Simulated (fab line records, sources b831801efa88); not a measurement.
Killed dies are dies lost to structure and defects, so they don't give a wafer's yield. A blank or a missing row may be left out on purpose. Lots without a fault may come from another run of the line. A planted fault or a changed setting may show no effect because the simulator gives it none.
Chamber matching | flow sky130 | SKY_CONTACT_CVD_00 on pecvd-01: 3 sister chambers
The step deposits Si3N4, target thk 75 nm. 20 wafers are shown with their chamber, then 10 later ones without.

WAFERS WITH THEIR CHAMBER
wafer  | chamber | heater_power_w (W)
L075.2 | 0       | 620
L075.4 | 2       | 648
L075.6 | 1       | 704
L077.1 | 1       | 692
L077.2 | 0       | 648
L077.3 | 2       | 676
L080.1 | 1       | 634
L080.2 | 2       | 651
L080.3 | 0       | 593
L080.4 | 1       | 625
L080.5 | 2       | 656
L080.6 | 0       | 597
L082.1 | 1       | 705
L082.2 | 2       | 649
L082.3 | 1       | 701
L082.4 | 2       | 632
L082.5 | 2       | 652
L082.6 | 1       | 724
L084.1 | 0       | 591
L084.3 | 2       | 732

SIGNATURES (means of the wafers above)
reading        | chamber 0 | chamber 1 | chamber 2 | scatter within a chamber
heater_power_w | 609.80    | 683.57    | 662.00    | 32.3
Rule: a wafer's distance from a chamber is the root of the sum, over the readings, of the square of ((its reading less the chamber's mean) divided by the reading's scatter). The wafer belongs to the nearest chamber; if the next one is less than 2 further off, it can't be placed. The scatter: the root of (the sum of the squares of (reading less its chamber's mean) over the shown wafers, divided by (wafers less chambers)).

WAFERS WITHOUT THEIR CHAMBER
wafer  | heater_power_w (W)
L084.4 | 583
L087.1 | 613
L087.2 | 709
L087.3 | 711
L087.4 | 724
L087.5 | 626
L087.6 | 721
L096.2 | 678
L096.3 | 609
L096.6 | 692

WHICH CHAMBER EACH WENT THROUGH
wafer  | from the rows above          | in truth
L084.4 | can't be placed: 0 or 2      | 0
L087.1 | can't be placed: 0 or 2      | 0
L087.2 | can't be placed: 1 or 2      | 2
L087.3 | can't be placed: 1 or 2      | 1
L087.4 | can't be placed: 1 or 2      | 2
L087.5 | can't be placed: 0 or 2 or 1 | 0
L087.6 | can't be placed: 1 or 2      | 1
L096.2 | can't be placed: 1 or 2 or 0 | 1
L096.3 | can't be placed: 0 or 2      | 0
L096.6 | can't be placed: 1 or 2      | 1
Placed correctly: 0 of 10. Can't be placed from these rows: 10 (the true chamber is among the candidates in 10). Placed wrongly: 0.
